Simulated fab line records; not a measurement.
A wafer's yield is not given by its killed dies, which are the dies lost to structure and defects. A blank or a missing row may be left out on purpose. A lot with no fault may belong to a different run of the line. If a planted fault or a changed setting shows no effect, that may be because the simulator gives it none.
The tool behind it: which one? | flow gf180mcu | 21 wafers from 7 lots sampled at 2 of the route's 602 steps

WHAT EACH GAUGE READ, for each wafer
GF_HV_LDD_OVL_MEAS_08.
lot  | measured     | on         | HV_LDD_OVL (nm)
L610 | day 10 22:01 | overlay-01 | 0.2 0.0 -0.5
L612 | day 11 19:46 | overlay-02 | 0.7 2.2 0.9
L615 | day 12 13:49 | overlay-02 | -1.5 -1.0 -2.5
L618 | day 13 10:07 | overlay-01 | 1.2 0.9 2.5
L621 | day 14 10:19 | overlay-01 | 1.8 -0.8 0.5
L625 | day 15 17:49 | overlay-01 | -99.1 -99.0 -97.6
L630 | day 17 02:25 | overlay-01 | 2.2 0.6 1.2

EACH LOT AND THE TOOL THAT RAN IT (in order: tool; ch and the chambers of the sampled wafers; start)
lot  | GF_HV_LDD_EXPOSE_04
L610 | ilineStepper-01 ch 0, day 10 12:24
L612 | ilineStepper-02 ch 0, day 11 09:51
L615 | ilineStepper-01 ch 0, day 12 04:29
L618 | ilineStepper-01 ch 0, day 13 00:13
L621 | ilineStepper-01 ch 0, day 13 23:42
L625 | ilineStepper-02 ch 0, day 15 06:47
L630 | ilineStepper-01 ch 0, day 16 16:29
- GF_HV_LDD_EXPOSE_04: exposes mask Nplus LV AREA, target cd 400 nm.

THE ANSWER, worked out from the rows above alone
Rule: usual is defined by the lots themselves. The widest of any qualifying gaps counts: lots, ordered by their means at a reading, are off when they make up no more than a third of the lots, leave a main group of 4 or more, and stand apart from it by 3 or more times the standard deviation of that group's means. If all means in a main group match to the digits the tables above print for the reading, that group is not used. A lot without any number at a reading at which 4 lots or more have one is off too. All remaining lots with rows at the step are treated as sound.
Off: L625, seen at GF_HV_LDD_OVL_MEAS_08 (HV_LDD_OVL). Main group: mean 0.5 nm, sd 1.1.
If a tool, at a process step before that reading, ran all the lots that are off and no sound lot after the first of them, it fits. Gauges at GF_HV_LDD_OVL_MEAS_08: tried the same way as those tools. One fits: GF_HV_LDD_EXPOSE_04 on ilineStepper-02. A fault onset in the window from L612 (day 11 09:51, its last sound lot) to L625 (day 15 06:47, its first lot off) fits.

WHAT HAD BEEN PUT IN BY THE SIMULATOR
Scanner matching overlay: ilineStepper-02, from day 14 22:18 on, at GF_HV_LDD_EXPOSE_04. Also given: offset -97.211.
Shown lots that were struck: L625. This agrees with what the rule above found.
